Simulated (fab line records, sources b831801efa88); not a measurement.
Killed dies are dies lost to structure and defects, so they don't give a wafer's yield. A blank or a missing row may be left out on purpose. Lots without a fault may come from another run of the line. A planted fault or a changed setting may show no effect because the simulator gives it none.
Chamber matching | flow sfq_line | SFQ_TRILAYER_I3_CMP_CMP_082 on cmp-01: 4 sister chambers
The step polishes SiO2. 4 wafers are shown with their chamber, then 7 later ones without.

WAFERS WITH THEIR CHAMBER
wafer  | chamber | motor_current_A (A)
L259.4 | 3       | 9.9
L260.2 | 2       | 9.1
L263.2 | 1       | 11.4
L263.3 | 0       | 10.5

WAFERS WITHOUT THEIR CHAMBER
wafer  | motor_current_A (A)
L263.6 | 9.7
L265.2 | 9.6
L265.4 | 11.5
L265.6 | 9.5
L266.4 | 10.1
L266.5 | 9.7
L266.6 | 9.2

WHICH CHAMBER EACH WENT THROUGH
wafer  | from the rows above     | in truth
L263.6 | can't be placed: 3 or 2 | 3
L265.2 | can't be placed: 3 or 2 | 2
L265.4 | 1                       | 1
L265.6 | can't be placed: 2 or 3 | 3
L266.4 | can't be placed: 3 or 0 | 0
L266.5 | can't be placed: 3 or 2 | 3
L266.6 | 2                       | 2
Placed correctly: 2 of 7. Can't be placed from these rows: 5 (the true chamber is among the candidates in 5). Placed wrongly: 0.
How it was worked out, from the rows above alone: a wafer's distance from a chamber is the root of the sum, over the readings, of the square of ((its reading less the chamber's mean) divided by the reading's scatter). The wafer belongs to the nearest chamber; if the next one is less than 2 further off, it can't be placed. A chamber's mean is the mean of its shown wafers. The scatter: with one shown wafer a chamber, the root of the mean of the squares of how far each hidden wafer lies from its nearest shown one.
